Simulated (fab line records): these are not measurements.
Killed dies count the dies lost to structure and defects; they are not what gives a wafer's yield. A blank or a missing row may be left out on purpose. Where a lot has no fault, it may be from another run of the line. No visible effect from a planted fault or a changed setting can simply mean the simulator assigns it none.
fab line records / flow sky130
record lots=6 wafers=18 last-day=50
route steps=708 shown POLY_GATE@233 LDD_N@237
lots untouched by any fault: they come from a run of this same line in which no faults occurred
start-h: the number of hours between the record's first day and the start of the first shown wafer of the lot / wait-h: hours since the lot's step before / " unchanged from the row above / L1.1+2: a row that stands for several wafers / - either no value or no given start / * or withheld: withheld / < > ~ a bound
route shown NAME@n: NAME is a module with steps in the file, n the number in the route of the first one / usual: average and standard deviation across the fault-free wafers / same: alike in all rows / chamber/n: place in a boat / sites: readings site by site / _std_site: the standard deviation of these / _edge_site: inner sites' mean taken away from outer sites' mean / radius-mm: for every site, how far away it sits from the centre of the wafer / mask NAME#n: copy n / behind: the tool/chamber that last shaped the wafer / hold: why the lot was held/for how many hours/how that ended / device: the n, p or np transistor that did not switch / end of line: at the end of the route, the tests of the same wafers / for a step that has no rows: nothing shown but its recipe / killed: the dies lost at the first sort to structure and to defects; this is not the yield of the wafer / map: the dies of a wafer, with x for killed, . for not killed, _ for no die there
set.NAME: the setting that was run; set.NAME@STEP: the one run at that earlier step / model.NAME: the simulator's own value behind a step, which no gauge read
a table for each step, a row for each wafer; lots at some steps of the route
services: a tool's chamber out of use, with start hour (start-h, from the record's first day; less than 0 if before it), hours out, and reason
## steps
# step SKY_POLY_GATE_CLEAN_19
# recipe chemistry=SC1/SC2 mix=1:4:20 temp-c=70 time-s=150 dry=n2-spin
# step SKY_POLY_GATE_OXIDATION_20
# recipe temp-c=850 ambient=O2 stabilise-s=600 purge-s=300 target-thk-a=40 ox-time-s=899
# step SKY_POLY_GATE_THK_MEAS_21
# recipe reads=SiO2_of_POLY_GATE_OXIDATION_20
# usual POLY_GATE_OXIDATION_THK=3.99/0.072
lot.wafer=L555.1 tool=film-metro-04 chamber=- start-h=385.10 wait-h=0.0 POLY_GATE_OXIDATION_THK[nm]=4.03
lot.wafer=L555.2 tool=film-metro-04 chamber=- start-h=385.10 wait-h=0.0 POLY_GATE_OXIDATION_THK[nm]=4.10
lot.wafer=L555.5 tool=film-metro-04 chamber=- start-h=385.10 wait-h=0.0 POLY_GATE_OXIDATION_THK[nm]=3.98
lot.wafer=L563.2 tool=film-metro-02 chamber=- start-h=455.61 wait-h=0.0 POLY_GATE_OXIDATION_THK[nm]=3.95
lot.wafer=L563.5 tool=film-metro-02 chamber=- start-h=455.61 wait-h=0.0 POLY_GATE_OXIDATION_THK[nm]=3.96
lot.wafer=L563.6 tool=film-metro-02 chamber=- start-h=455.61 wait-h=0.0 POLY_GATE_OXIDATION_THK[nm]=3.89
lot.wafer=L564.3 tool=film-metro-02 chamber=- start-h=470.41 wait-h=0.0 POLY_GATE_OXIDATION_THK[nm]=3.89
lot.wafer=L564.5 tool=film-metro-02 chamber=- start-h=470.41 wait-h=0.0 POLY_GATE_OXIDATION_THK[nm]=3.89
lot.wafer=L564.6 tool=film-metro-02 chamber=- start-h=470.41 wait-h=0.0 POLY_GATE_OXIDATION_THK[nm]=3.98
lot.wafer=L571.2 tool=film-metro-02 chamber=- start-h=526.81 wait-h=0.0 POLY_GATE_OXIDATION_THK[nm]=4.17
lot.wafer=L571.3 tool=film-metro-02 chamber=- start-h=526.81 wait-h=0.0 POLY_GATE_OXIDATION_THK[nm]=4.10
lot.wafer=L571.6 tool=film-metro-02 chamber=- start-h=526.81 wait-h=0.0 POLY_GATE_OXIDATION_THK[nm]=4.13
lot.wafer=L574.3 tool=film-metro-01 chamber=- start-h=550.69 wait-h=0.0 POLY_GATE_OXIDATION_THK[nm]=4.09
lot.wafer=L574.4 tool=film-metro-01 chamber=- start-h=550.69 wait-h=0.0 POLY_GATE_OXIDATION_THK[nm]=4.06
lot.wafer=L574.5 tool=film-metro-01 chamber=- start-h=550.69 wait-h=0.0 POLY_GATE_OXIDATION_THK[nm]=4.09
lot.wafer=L576.1 tool=film-metro-02 chamber=- start-h=563.34 wait-h=0.0 POLY_GATE_OXIDATION_THK[nm]=4.05
lot.wafer=L576.3 tool=film-metro-02 chamber=- start-h=563.34 wait-h=0.0 POLY_GATE_OXIDATION_THK[nm]=4.06
lot.wafer=L576.4 tool=film-metro-02 chamber=- start-h=563.34 wait-h=0.0 POLY_GATE_OXIDATION_THK[nm]=4.03
# step SKY_POLY_GATE_CD_MEAS_22
# usual cd-nm=150.4/1.8
lot.wafer=L555.1 tool=cd-sem-01 chamber=- start-h=385.16 wait-h=0.1 cd-nm=149.8
lot.wafer=L555.2 tool=cd-sem-01 chamber=- start-h=385.16 wait-h=0.1 cd-nm=152.3
lot.wafer=L555.5 tool=cd-sem-01 chamber=- start-h=385.16 wait-h=0.1 cd-nm=149.2
lot.wafer=L563.2 tool=cd-sem-02 chamber=- start-h=455.69 wait-h=0.1 cd-nm=149.4
lot.wafer=L563.5 tool=cd-sem-02 chamber=- start-h=455.69 wait-h=0.1 cd-nm=149.5
lot.wafer=L563.6 tool=cd-sem-02 chamber=- start-h=455.69 wait-h=0.1 cd-nm=150.1
lot.wafer=L564.3 tool=cd-sem-01 chamber=- start-h=470.51 wait-h=0.1 cd-nm=150.5
lot.wafer=L564.5 tool=cd-sem-01 chamber=- start-h=470.51 wait-h=0.1 cd-nm=150.0
lot.wafer=L564.6 tool=cd-sem-01 chamber=- start-h=470.51 wait-h=0.1 cd-nm=148.9
lot.wafer=L571.2 tool=cd-sem-01 chamber=- start-h=526.89 wait-h=0.1 cd-nm=146.6
lot.wafer=L571.3 tool=cd-sem-01 chamber=- start-h=526.89 wait-h=0.1 cd-nm=150.7
lot.wafer=L571.6 tool=cd-sem-01 chamber=- start-h=526.89 wait-h=0.1 cd-nm=151.1
lot.wafer=L574.3 tool=cd-sem-02 chamber=- start-h=550.79 wait-h=0.1 cd-nm=150.4
lot.wafer=L574.4 tool=cd-sem-02 chamber=- start-h=550.79 wait-h=0.1 cd-nm=153.0
lot.wafer=L574.5 tool=cd-sem-02 chamber=- start-h=550.79 wait-h=0.1 cd-nm=151.3
lot.wafer=L576.1 tool=cd-sem-02 chamber=- start-h=563.40 wait-h=0.1 cd-nm=150.2
lot.wafer=L576.3 tool=cd-sem-02 chamber=- start-h=563.40 wait-h=0.1 cd-nm=147.9
lot.wafer=L576.4 tool=cd-sem-02 chamber=- start-h=563.40 wait-h=0.1 cd-nm=152.2
# step SKY_LDD_N_DEHYDRATE_00
# recipe temp-c=200 time-s=60
# step SKY_LDD_N_HMDS_01
# recipe prime-time-s=60 prime-temp-c=120
# step SKY_LDD_N_COAT_02
# recipe resist=NOVOLAK spin-rpm=3000 resist-thk-nm=300
# step SKY_LDD_N_SOFTBAKE_03
# recipe temp-c=90 time-s=60 resist=NOVOLAK
# step SKY_LDD_N_EXPOSE_04
# recipe mask-id=NTM target-cd-nm=840 na=0.6 source-shape=conventional sigma-outer=0.6 dose-mj=110
# step SKY_LDD_N_PEB_05
# recipe temp-c=withheld time-s=* resist=NOVOLAK
# step SKY_LDD_N_DEVELOP_06
# recipe develop-time-s=60 dev-temp-c=23
# step SKY_LDD_N_OVL_MEAS_07
# usual LDD_N_OVL=-0.7/1.3
lot.wafer=L555.1 tool=overlay-02 chamber=- start-h=415.02 wait-h=0.1 LDD_N_OVL[nm]=-0.7
lot.wafer=L555.2 tool=overlay-02 chamber=- start-h=415.02 wait-h=0.1 LDD_N_OVL[nm]=-1.5
lot.wafer=L555.5 tool=overlay-02 chamber=- start-h=415.02 wait-h=0.1 LDD_N_OVL[nm]=1.3
lot.wafer=L563.2 tool=overlay-01 chamber=- start-h=486.73 wait-h=0.1 LDD_N_OVL[nm]=2.1
lot.wafer=L563.5 tool=overlay-01 chamber=- start-h=486.73 wait-h=0.1 LDD_N_OVL[nm]=1.5
lot.wafer=L563.6 tool=overlay-01 chamber=- start-h=486.73 wait-h=0.1 LDD_N_OVL[nm]=0.3
lot.wafer=L564.3 tool=overlay-01 chamber=- start-h=501.05 wait-h=0.1 LDD_N_OVL[nm]=-0.7
lot.wafer=L564.5 tool=overlay-01 chamber=- start-h=501.05 wait-h=0.1 LDD_N_OVL[nm]=-0.7
lot.wafer=L564.6 tool=overlay-01 chamber=- start-h=501.05 wait-h=0.1 LDD_N_OVL[nm]=-1.4
lot.wafer=L571.2 tool=overlay-02 chamber=- start-h=556.59 wait-h=0.1 LDD_N_OVL[nm]=-3.6
lot.wafer=L571.3 tool=overlay-02 chamber=- start-h=556.59 wait-h=0.1 LDD_N_OVL[nm]=-2.7
lot.wafer=L571.6 tool=overlay-02 chamber=- start-h=556.59 wait-h=0.1 LDD_N_OVL[nm]=-3.6
lot.wafer=L574.3 tool=overlay-02 chamber=- start-h=579.43 wait-h=0.1 LDD_N_OVL[nm]=-2.0
lot.wafer=L574.4 tool=overlay-02 chamber=- start-h=579.43 wait-h=0.1 LDD_N_OVL[nm]=0.3
lot.wafer=L574.5 tool=overlay-02 chamber=- start-h=579.43 wait-h=0.1 LDD_N_OVL[nm]=-0.9
lot.wafer=L576.1 tool=overlay-02 chamber=- start-h=592.34 wait-h=0.1 LDD_N_OVL[nm]=-2.1
lot.wafer=L576.3 tool=overlay-02 chamber=- start-h=592.34 wait-h=0.1 LDD_N_OVL[nm]=-1.8
lot.wafer=L576.4 tool=overlay-02 chamber=- start-h=592.34 wait-h=0.1 LDD_N_OVL[nm]=-1.6
# step SKY_LDD_N_IMPLANT_08
# recipe species=As energy-kev=20 dose-cm2=7.5e+13 tilt-deg=withheld rotation-deg=23
# usual beam-energy-keV=20.001/0.0055 beam-on-s=9.99/0.21 faraday-current-uA=423/8.8 rotation-deg=22.999/0.021
lot.wafer=L555.1 tool=implanter-03 chamber=0 start-h=415.06 wait-h=0.0 beam-energy-keV=20.003 beam-on-s=9.95 faraday-current-uA=427 rotation-deg=23.027
lot.wafer=L555.2 tool=implanter-03 chamber=0 start-h=415.06 wait-h=0.0 beam-energy-keV=19.998 beam-on-s=9.73 faraday-current-uA=433 rotation-deg=22.987
lot.wafer=L555.5 tool=implanter-03 chamber=0 start-h=415.06 wait-h=0.0 beam-energy-keV=19.991 beam-on-s=10.38 faraday-current-uA=407 rotation-deg=23.019
lot.wafer=L563.2 tool=implanter-01 chamber=- start-h=486.78 wait-h=0.0 beam-energy-keV=- beam-on-s=- faraday-current-uA=- rotation-deg=-
lot.wafer=L563.5 tool=implanter-01 chamber=- start-h=486.78 wait-h=0.0 beam-energy-keV=- beam-on-s=- faraday-current-uA=- rotation-deg=-
lot.wafer=L563.6 tool=implanter-01 chamber=- start-h=486.78 wait-h=0.0 beam-energy-keV=- beam-on-s=- faraday-current-uA=- rotation-deg=-
lot.wafer=L564.3 tool=implanter-02 chamber=- start-h=501.13 wait-h=0.1 beam-energy-keV=- beam-on-s=- faraday-current-uA=- rotation-deg=-
lot.wafer=L564.5 tool=implanter-02 chamber=- start-h=501.13 wait-h=0.1 beam-energy-keV=- beam-on-s=- faraday-current-uA=- rotation-deg=-
lot.wafer=L564.6 tool=implanter-02 chamber=- start-h=501.13 wait-h=0.1 beam-energy-keV=- beam-on-s=- faraday-current-uA=- rotation-deg=-
lot.wafer=L571.2 tool=implanter-03 chamber=0 start-h=556.65 wait-h=0.0 beam-energy-keV=20.001 beam-on-s=10.14 faraday-current-uA=417 rotation-deg=22.980
lot.wafer=L571.3 tool=implanter-03 chamber=0 start-h=556.65 wait-h=0.0 beam-energy-keV=19.999 beam-on-s=9.71 faraday-current-uA=434 rotation-deg=22.984
lot.wafer=L571.6 tool=implanter-03 chamber=0 start-h=556.65 wait-h=0.0 beam-energy-keV=20.009 beam-on-s=10.09 faraday-current-uA=419 rotation-deg=22.963
lot.wafer=L574.3 tool=implanter-01 chamber=0 start-h=579.51 wait-h=0.1 beam-energy-keV=20.005 beam-on-s=10.07 faraday-current-uA=420 rotation-deg=22.979
lot.wafer=L574.4 tool=implanter-01 chamber=0 start-h=579.51 wait-h=0.1 beam-energy-keV=20.010 beam-on-s=9.97 faraday-current-uA=422 rotation-deg=22.972
lot.wafer=L574.5 tool=implanter-01 chamber=0 start-h=579.51 wait-h=0.1 beam-energy-keV=19.997 beam-on-s=10.20 faraday-current-uA=415 rotation-deg=22.984
lot.wafer=L576.1 tool=implanter-01 chamber=0 start-h=592.39 wait-h=0.0 beam-energy-keV=20.002 beam-on-s=10.41 faraday-current-uA=408 rotation-deg=23.007
lot.wafer=L576.3 tool=implanter-01 chamber=0 start-h=592.39 wait-h=0.0 beam-energy-keV=20.003 beam-on-s=9.57 faraday-current-uA=442 rotation-deg=23.003
lot.wafer=L576.4 tool=implanter-01 chamber=0 start-h=592.39 wait-h=0.0 beam-energy-keV=20.006 beam-on-s=10.28 faraday-current-uA=408 rotation-deg=23.007
# step SKY_LDD_N_IMPLANT_09
# recipe species=As energy-kev=20 dose-cm2=7.5e+13 tilt-deg=withheld rotation-deg=113
# step SKY_LDD_N_IMPLANT_10
# recipe species=As energy-kev=20 dose-cm2=7.5e+13 tilt-deg=withheld rotation-deg=203
# step SKY_LDD_N_IMPLANT_11
# recipe species=As energy-kev=20 dose-cm2=7.5e+13 tilt-deg=withheld rotation-deg=293
# step SKY_LDD_N_IMPLANT_12
# recipe species=BF2 energy-kev=50 dose-cm2=5e+12 tilt-deg=30 rotation-deg=0
# step SKY_LDD_N_IMPLANT_13
# recipe species=BF2 energy-kev=50 dose-cm2=5e+12 tilt-deg=30 rotation-deg=90
# step SKY_LDD_N_IMPLANT_14
# recipe species=BF2 energy-kev=50 dose-cm2=5e+12 tilt-deg=30 rotation-deg=180
# step SKY_LDD_N_IMPLANT_15
# recipe species=BF2 energy-kev=50 dose-cm2=5e+12 tilt-deg=30 rotation-deg=270
# step SKY_LDD_N_STRIP_16
# recipe chemistry=O2/N2 power-w=1400 pressure-mtorr=1500 platen-temp-c=withheld o2-flow-sccm=3000 n2-flow-sccm=300 overash-fraction=0.5
# usual drypump-motor-current-A=6.0/0.42 oes-product-au=0.408/0.0047 strip-time-to-endpoint-s=4.314/0.014
lot.wafer=L555.1 tool=plasma-asher-01 chamber=1 start-h=416.26 wait-h=0.1 drypump-motor-current-A=5.9 oes-product-au=0.405 rf-hours-counter-h=74 strip-time-to-endpoint-s=4.325
lot.wafer=L555.2 tool=plasma-asher-01 chamber=0 start-h=416.26 wait-h=0.1 drypump-motor-current-A=5.7 oes-product-au=0.407 rf-hours-counter-h=74 strip-time-to-endpoint-s=4.319
lot.wafer=L555.5 tool=plasma-asher-01 chamber=0 start-h=416.26 wait-h=0.1 drypump-motor-current-A=5.8 oes-product-au=0.405 rf-hours-counter-h=- strip-time-to-endpoint-s=4.323
lot.wafer=L563.2 tool=plasma-asher-03 chamber=0 start-h=487.96 wait-h=0.1 drypump-motor-current-A=6.4 oes-product-au=0.400 rf-hours-counter-h=66 strip-time-to-endpoint-s=4.136
lot.wafer=L563.5 tool=plasma-asher-03 chamber=1 start-h=487.96 wait-h=0.1 drypump-motor-current-A=5.3 oes-product-au=0.408 rf-hours-counter-h=- strip-time-to-endpoint-s=4.140
lot.wafer=L563.6 tool=plasma-asher-03 chamber=0 start-h=487.96 wait-h=0.1 drypump-motor-current-A=6.4 oes-product-au=0.407 rf-hours-counter-h=- strip-time-to-endpoint-s=4.138
lot.wafer=L564.3 tool=plasma-asher-04 chamber=0 start-h=502.31 wait-h=0.1 drypump-motor-current-A=6.4 oes-product-au=0.401 rf-hours-counter-h=- strip-time-to-endpoint-s=4.125
lot.wafer=L564.5 tool=plasma-asher-04 chamber=0 start-h=502.31 wait-h=0.1 drypump-motor-current-A=6.4 oes-product-au=0.412 rf-hours-counter-h=- strip-time-to-endpoint-s=4.136
lot.wafer=L564.6 tool=plasma-asher-04 chamber=1 start-h=502.31 wait-h=0.1 drypump-motor-current-A=6.5 oes-product-au=0.407 rf-hours-counter-h=- strip-time-to-endpoint-s=4.143
lot.wafer=L571.2 tool=plasma-asher-01 chamber=1 start-h=557.82 wait-h=0.1 drypump-motor-current-A=5.9 oes-product-au=0.404 rf-hours-counter-h=13 strip-time-to-endpoint-s=4.311
lot.wafer=L571.3 tool=plasma-asher-01 chamber=0 start-h=557.82 wait-h=0.1 drypump-motor-current-A=5.7 oes-product-au=0.416 rf-hours-counter-h=- strip-time-to-endpoint-s=4.313
lot.wafer=L571.6 tool=plasma-asher-01 chamber=0 start-h=557.82 wait-h=0.1 drypump-motor-current-A=5.7 oes-product-au=0.399 rf-hours-counter-h=- strip-time-to-endpoint-s=4.326
lot.wafer=L574.3 tool=plasma-asher-03 chamber=1 start-h=580.69 wait-h=0.1 drypump-motor-current-A=5.3 oes-product-au=0.409 rf-hours-counter-h=- strip-time-to-endpoint-s=4.300
lot.wafer=L574.4 tool=plasma-asher-03 chamber=0 start-h=580.69 wait-h=0.1 drypump-motor-current-A=6.4 oes-product-au=0.408 rf-hours-counter-h=- strip-time-to-endpoint-s=4.314
lot.wafer=L574.5 tool=plasma-asher-03 chamber=0 start-h=580.69 wait-h=0.1 drypump-motor-current-A=6.4 oes-product-au=0.400 rf-hours-counter-h=- strip-time-to-endpoint-s=4.305
lot.wafer=L576.1 tool=plasma-asher-01 chamber=0 start-h=593.59 wait-h=0.1 drypump-motor-current-A=5.8 oes-product-au=0.406 rf-hours-counter-h=17 strip-time-to-endpoint-s=4.334
lot.wafer=L576.3 tool=plasma-asher-01 chamber=0 start-h=593.59 wait-h=0.1 drypump-motor-current-A=5.7 oes-product-au=0.411 rf-hours-counter-h=- strip-time-to-endpoint-s=4.333
lot.wafer=L576.4 tool=plasma-asher-01 chamber=1 start-h=593.59 wait-h=0.1 drypump-motor-current-A=5.9 oes-product-au=0.396 rf-hours-counter-h=- strip-time-to-endpoint-s=4.335
# step SKY_LDD_N_TW_MEAS_17
# usual LDD_N_TW=2582/14
lot.wafer=L555.1 tool=film-metro-02 chamber=- start-h=416.36 wait-h=0.1 LDD_N_TW=2572
lot.wafer=L555.2 tool=film-metro-02 chamber=- start-h=416.36 wait-h=0.1 LDD_N_TW=2570
lot.wafer=L555.5 tool=film-metro-02 chamber=- start-h=416.36 wait-h=0.1 LDD_N_TW=2560
lot.wafer=L563.2 tool=film-metro-02 chamber=- start-h=488.07 wait-h=0.1 LDD_N_TW=2442
lot.wafer=L563.5 tool=film-metro-02 chamber=- start-h=488.07 wait-h=0.1 LDD_N_TW=2435
lot.wafer=L563.6 tool=film-metro-02 chamber=- start-h=488.07 wait-h=0.1 LDD_N_TW=2433
lot.wafer=L564.3 tool=film-metro-02 chamber=- start-h=502.40 wait-h=0.1 LDD_N_TW=2435
lot.wafer=L564.5 tool=film-metro-02 chamber=- start-h=502.40 wait-h=0.1 LDD_N_TW=2436
lot.wafer=L564.6 tool=film-metro-02 chamber=- start-h=502.40 wait-h=0.1 LDD_N_TW=2438
lot.wafer=L571.2 tool=film-metro-03 chamber=- start-h=557.93 wait-h=0.1 LDD_N_TW=2592
lot.wafer=L571.3 tool=film-metro-03 chamber=- start-h=557.93 wait-h=0.1 LDD_N_TW=2580
lot.wafer=L571.6 tool=film-metro-03 chamber=- start-h=557.93 wait-h=0.1 LDD_N_TW=2590
lot.wafer=L574.3 tool=film-metro-01 chamber=- start-h=580.78 wait-h=0.1 LDD_N_TW=2574
lot.wafer=L574.4 tool=film-metro-01 chamber=- start-h=580.78 wait-h=0.1 LDD_N_TW=2577
lot.wafer=L574.5 tool=film-metro-01 chamber=- start-h=580.78 wait-h=0.1 LDD_N_TW=2560
lot.wafer=L576.1 tool=film-metro-03 chamber=- start-h=593.69 wait-h=0.1 LDD_N_TW=2606
lot.wafer=L576.3 tool=film-metro-03 chamber=- start-h=593.69 wait-h=0.1 LDD_N_TW=2595
lot.wafer=L576.4 tool=film-metro-03 chamber=- start-h=593.69 wait-h=0.1 LDD_N_TW=2616
## services
tool=implanter-03 chamber=- start-h=398.68 hours=0.7 kind=repair
tool=plasma-asher-01 chamber=- start-h=421.31 hours=9.0 kind=pm
tool=plasma-asher-01 chamber=0 start-h=421.31 hours=9.0 kind=vent-cycle
tool=plasma-asher-01 chamber=1 start-h=421.31 hours=9.0 kind=vent-cycle
tool=plasma-asher-01 chamber=0 start-h=430.31 hours=- kind=clean
tool=plasma-asher-01 chamber=1 start-h=430.31 hours=- kind=clean
tool=implanter-02 chamber=- start-h=476.68 hours=1.7 kind=repair
tool=plasma-asher-03 chamber=- start-h=519.73 hours=14.6 kind=pm
tool=implanter-02 chamber=- start-h=530.36 hours=5.9 kind=repair
tool=implanter-03 chamber=- start-h=532.71 hours=3.8 kind=pm
tool=plasma-asher-04 chamber=- start-h=536.58 hours=4.3 kind=pm
tool=implanter-01 chamber=- start-h=549.96 hours=6.8 kind=repair
tool=implanter-01 chamber=- start-h=552.60 hours=2.2 kind=repair
tool=implanter-03 chamber=- start-h=588.00 hours=6.2 kind=pm
## key
first-sign step=SKY_LDD_N_IMPLANT_08 reading=tool-record direction=missing
effect step=SKY_LDD_N_STRIP_16 reading=strip-time-to-endpoint-s direction=down sigmas=13 usual=* struck=*
effect step=SKY_LDD_N_TW_MEAS_17 reading=LDD_N_TW direction=down sigmas=10 usual=2582 struck=2437
met-at SKY_LDD_N_IMPLANT_08
struck-wafers L563.2,L563.5,L563.6,L564.3,L564.5,L564.6
later-rows-left-out L563.2,L563.5,L563.6,L564.3,L564.5,L564.6
sort-left-out L563.2,L563.5,L563.6,L564.3,L564.5,L564.6
tester-left-out L563,L564
fault kind=skipped-step-whole tool=implanter-01,implanter-02 chamber=- onset-h=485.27 steps=SKY_LDD_N_IMPLANT_08 scope=struck-lots-only
# tester-left-out: of these lots the tester's yield and bins aren't shown, on N5 and GAA mostly nor the transistor test; their killed dies are dies lost to structure and defects alone, not to doping, threshold or leakage, so they don't give the yield
# sort-left-out: the simulated sort isn't trusted on such a fault, so these wafers' sort isn't shown, and their yield isn't known
# later-rows-left-out: the simulator's readings of these wafers behind a module that went badly wrong aren't trusted and aren't shown, but for the sort
